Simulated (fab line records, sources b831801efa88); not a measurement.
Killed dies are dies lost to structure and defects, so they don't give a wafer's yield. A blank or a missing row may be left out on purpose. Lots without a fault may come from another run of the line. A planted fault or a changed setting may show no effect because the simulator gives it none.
A struck lot beside a sound one | flow sky130 | 26 steps out of a route of 708
Sound: wafers L598.1, L598.3, L598.4. Struck: wafers L583.4, L583.5, L583.6. The cause comes at the end.
At each step with rows: each side's tool, then ch and its chambers, then its first start. Under that, the readings that differ: sound wafers | struck wafers | difference of the means | sigmas: that difference in standard deviations of wafers without a fault.
alike: readings whose means differ by less than 2 such deviations, and words and numbers that are the same on both sides. not compared: withheld readings, readings that some wafer has no value for, bounds like >300 that may hide the same value, and numbers for which the record gives no deviation and whose values overlap.
The two part at a step that has a row with sigmas, a row that says differs or no value, or rows on one side only. Numbers that don't overlap but have no deviation are shown without sigmas and don't part them. A reading that every wafer of one side lacks parts them only if that side has two wafers or more.

first, 10 steps without rows for these wafers: SKY_SONOS_ONO_COAT_08 (resist thk 1140 nm); SKY_SONOS_ONO_SOFTBAKE_09 (time 60 s); SKY_SONOS_ONO_EXPOSE_10 (exposes mask ONOM, target cd 410 nm); SKY_SONOS_ONO_PEB_11; SKY_SONOS_ONO_DEVELOP_12 (develop time 60 s); SKY_SONOS_ONO_ETCH_15 (etches the open film in CHF3/O2, target depth 19.52 nm, time 7.8 s); SKY_SONOS_ONO_WET_ETCH_16 (etches SiO2 in dHF, target depth 14 nm, time 280 s); SKY_SONOS_ONO_STRIP_17 (strips in O2/N2); SKY_SONOS_ONO_WET_ETCH_18 (etches Si3N4 in H3PO4, target depth 15 nm, time 172 s); SKY_GATE_OXIDE_CLEAN_00 (cleans in SC1/SC2, time 150 s).
SKY_GATE_OXIDE_OXIDATION_01: stabilise 600 s, purge 300 s, target thk 10.268 nm.
  sound on furnace-01 ch 0, day 20 14:19; struck on furnace-01 ch 0, day 15 06:59
  reading                                           | sound               | struck               | difference | sigmas
  spike_tc_bottom_C (C)                             | 918.6 920.1 919.6   | 934.8 936.2 937.6    | +16.8      | +13
  spike_tc_centre_C (C)                             | 900.2 900.5 901.6   | 917.7 916.6 917.0    | +16.3      | +15
  spike_tc_lower_C (C)                              | 900.2 902.8 901.8   | 919.1 918.3 916.8    | +16.5      | +15
  spike_tc_top_C (C)                                | 911.8 914.8 912.6   | 931.0 927.9 929.5    | +16.4      | +7
  spike_tc_upper_C (C)                              | 897.9 897.7 899.6   | 916.2 915.5 915.2    | +17.2      | +10
  tube_center_temp_C (C)                            | 899.99 900.1 899.93 | 916.77 916.76 917.02 | +16.84     | +99 or more
  tube_center_temp_C_max                            | 902.3 903.1 902.2   | 919.8 919.0 919.3    | +16.8      | +45
  model.SiO2_of_GATE_OXIDE_OXIDATION_01.thk_nm (nm) | 10.45 10.39 10.38   | 12.37 12.32 12.21    | +1.89      |
  alike: zone_power_lower_pct
SKY_GATE_OXIDE_THK_MEAS_02:
  sound on film_metro-03, day 20 15:43; struck on film_metro-03, day 15 08:25
  reading                          | sound             | struck            | difference | sigmas
  GATE_OXIDE_OXIDATION_00_THK (nm) | 10.43 10.41 10.37 | 12.37 12.33 12.18 | +1.89      | +11
then, 11 steps without rows for these wafers: SKY_GATE_OXIDE_DEHYDRATE_03 (time 60 s); SKY_GATE_OXIDE_HMDS_04 (prime time 60 s); SKY_GATE_OXIDE_COAT_05 (resist thk 1140 nm); SKY_GATE_OXIDE_SOFTBAKE_06 (time 60 s); SKY_GATE_OXIDE_EXPOSE_07 (exposes mask LVOM, target cd 600 nm); SKY_GATE_OXIDE_PEB_08; SKY_GATE_OXIDE_DEVELOP_09 (develop time 60 s); SKY_GATE_OXIDE_IMPLANT_11; SKY_GATE_OXIDE_WET_ETCH_12 (etches SiO2 in dHF, target depth 16.8 nm, time 336 s); SKY_GATE_OXIDE_STRIP_13 (strips in O2/N2); SKY_GATE_OXIDE_CLEAN_15 (cleans in SC1/SC2, time 150 s).
SKY_GATE_OXIDE_OXIDATION_16: stabilise 600 s, purge 300 s, target thk 3.57 nm.
  sound on furnace-01 ch 0, day 22 00:02; struck on furnace-02 ch 0, day 16 15:37
  reading                                           | sound             | struck            | difference | sigmas
  zone_power_lower_pct (%)                          | 17.3 17.7 17.8    | 13.5 13.5 13.7    | -4.0       | -2
  model.SiO2_of_GATE_OXIDE_OXIDATION_01.thk_nm (nm) | 11.77 11.72 11.67 | 13.59 13.58 13.45 | +1.82      |
  alike: spike_tc_bottom_C, spike_tc_centre_C, spike_tc_lower_C, spike_tc_top_C, spike_tc_upper_C, tube_center_temp_C, tube_center_temp_C_max
then, 1 step without rows for these wafers: SKY_POLY_GATE_CVD_00 (deposits poly-Si, target thk 180 nm, time 720 s).
-- the record jumps here: 31 days lie between the struck wafers' starts before and after (it left off in module POLY_GATE and takes up again in module PAD_OPEN, whose first step shown is number 708 of the route) --
SKY_PAD_OPEN_PROBE_99:
  sound on prober-01, day 51 00:11; struck on prober-01, day 47 21:07
  reading                                | sound                         | struck                        | difference | sigmas
  model.etest.nfet_16v.r_on_ohm_um       | 1.43e+04 1.437e+04 1.43e+04   | 1.485e+04 1.471e+04 1.483e+04 | +4.733e+02 |
  model.etest.pfet_16v.r_on_ohm_um       | 1.481e+04 1.512e+04 1.482e+04 | 1.593e+04 1.634e+04 1.618e+04 | +1.233e+03 |
  model.etest.tip_sonos.rs_ohm_sq        | 2651 2638 2642                | 3341 3330 3312                | +684       |
  model.etest.pfet_g5v0d10v5.r_on_ohm_um | 4756 4730 4748                | 5318 5242 5310                | +545       |
  model.etest.nfet_g5v0d10v5.r_on_ohm_um | 1897 1908 1888                | 2113 2045 2052                | +172       |
  model.etest.nfet_g5v0d10v5.drive_ua_um | 591.5 600.8 602.3             | 515.6 518 522                 | -79.7      |
  model.etest.nfet_05v0_nvt.drive_ua_um  | 566.4 564.9 575               | 492.8 497.5 499.4             | -72.2      |
  model.etest.pfet_01v8.r_on_ohm_um      | 2935 2930 2878                | 2988 2981 2988                | +71        |
  alike: killed_at_M0_to_M3, killed_at_M4_up, killed_at_contacts, killed_at_front_end, killed_at_other, killed_dies, killed_on_rim, killed_open, killed_short

WHERE THEY PART
First at SKY_GATE_OXIDE_OXIDATION_01; last, within this record, at SKY_GATE_OXIDE_OXIDATION_16. Later steps at which nothing parts them and some readings are alike: SKY_PAD_OPEN_PROBE_99.

WHY: what the simulator had put in
Process parameter drift: furnace-01, from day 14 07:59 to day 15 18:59, at SKY_GATE_OXIDE_OXIDATION_01. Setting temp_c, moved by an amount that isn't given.
